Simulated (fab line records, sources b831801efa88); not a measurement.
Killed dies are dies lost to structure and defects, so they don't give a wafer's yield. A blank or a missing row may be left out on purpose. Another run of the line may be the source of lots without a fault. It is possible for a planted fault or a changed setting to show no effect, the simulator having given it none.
One fault seen from 2 desks ; flow sky130 ; each desk holds nothing but its own numbers, with what lay behind them at the end

== THE TOOL OWNER'S DESK: implanter-04 ==
For each lot that ran on this tool, the mean over its sampled wafers that have a number, from the tool's own readings at SKY_VT_ADJUST_HVTR_IMPLANT_09. The brackets show how far a lot's mean lies from the usual mean; more than 4 standard deviations puts the lot out of limits, marked OUT.
Columns: A = dose_ions_cm2 at SKY_VT_ADJUST_HVTR_IMPLANT_09, usual 2.0995e+12; B = faraday_current_uA at SKY_VT_ADJUST_HVTR_IMPLANT_09, usual 11.84
lot;first seen here;A;B
L139;day 11 15:31;2.1001e+12;11.85
L147;day 14 15:09;1.4908e+12 (-99 or more) OUT;8.40 (-14) OUT
L148;day 14 17:10;1.4900e+12 (-99 or more) OUT;8.56 (-14) OUT
Finding of this desk: L147, L148 out of limits; the first was L147 at day 14 15:09, on dose_ions_cm2 at SKY_VT_ADJUST_HVTR_IMPLANT_09. L139: within limits.

== FROM THE METROLOGY DESK ==
Means of the sampled wafers that have a number, per lot and without regard to the tool the lot ran on: this is what the gauges read. The brackets show how far a lot's mean lies from the usual mean; more than 4 standard deviations puts the lot out of limits, marked OUT.
Columns: A = INCOMING_BOW at SKY_FIELD_ISO_BOW_MEAS_00, usual -1 um; B = VT_ADJUST_HVTR_TW at SKY_VT_ADJUST_HVTR_TW_MEAS_11, usual 209.5; C = VIA1_HDPCVD_THK at SKY_VIA1_THK_MEAS_01, usual 1022 nm
lot;first seen here;A;B;C
L132;day 1 10:00;-6;207.4;1002
L134;day 1 20:00;2;209.1;1048
L135;day 2 01:00;3;205.8;1024
L136;day 2 06:00;2;206.1;1016
L137;day 2 11:01;2;212.7;1007
L138;day 2 16:00;-2;208.0;1024
L139;day 2 21:01;-3;210.9;1005
L140;day 3 02:00;-0;214.6;1020
L147;day 4 13:00;0;189.9 (-8.2) OUT;1010
L148;day 4 18:00;-8;190.3 (-8.0) OUT;1003
L149;day 4 23:00;1;212.6;1039
L151;day 5 09:00;-2;208.4;1014
L155;day 6 05:02;5;209.5;1013
Finding of this desk: L147, L148 out of limits, first seen on L147 at day 14 15:24 (VT_ADJUST_HVTR_TW at SKY_VT_ADJUST_HVTR_TW_MEAS_11). L132, L134, L135, L136, L137, L138, L139, L140, L149, L151, L155: within limits.

== TAKEN TOGETHER ==
The tool owner's desk could have raised an alarm at day 14 15:09, on L147, L148.
On L147, L148, the metrology desk was in a position to raise an alarm at day 14 15:24.
The lots listed all ran SKY_VT_ADJUST_HVTR_IMPLANT_09 on implanter-04.

== WHAT THE SIMULATOR PUT IN ==
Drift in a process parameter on implanter-04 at SKY_VT_ADJUST_HVTR_IMPLANT_09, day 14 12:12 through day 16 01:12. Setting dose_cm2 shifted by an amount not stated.
Struck lots among those shown: L147, L148.
Hours from the fault's start to each desk's first reading out of limits: the tool owner's desk, 3; the metrology desk, 3.
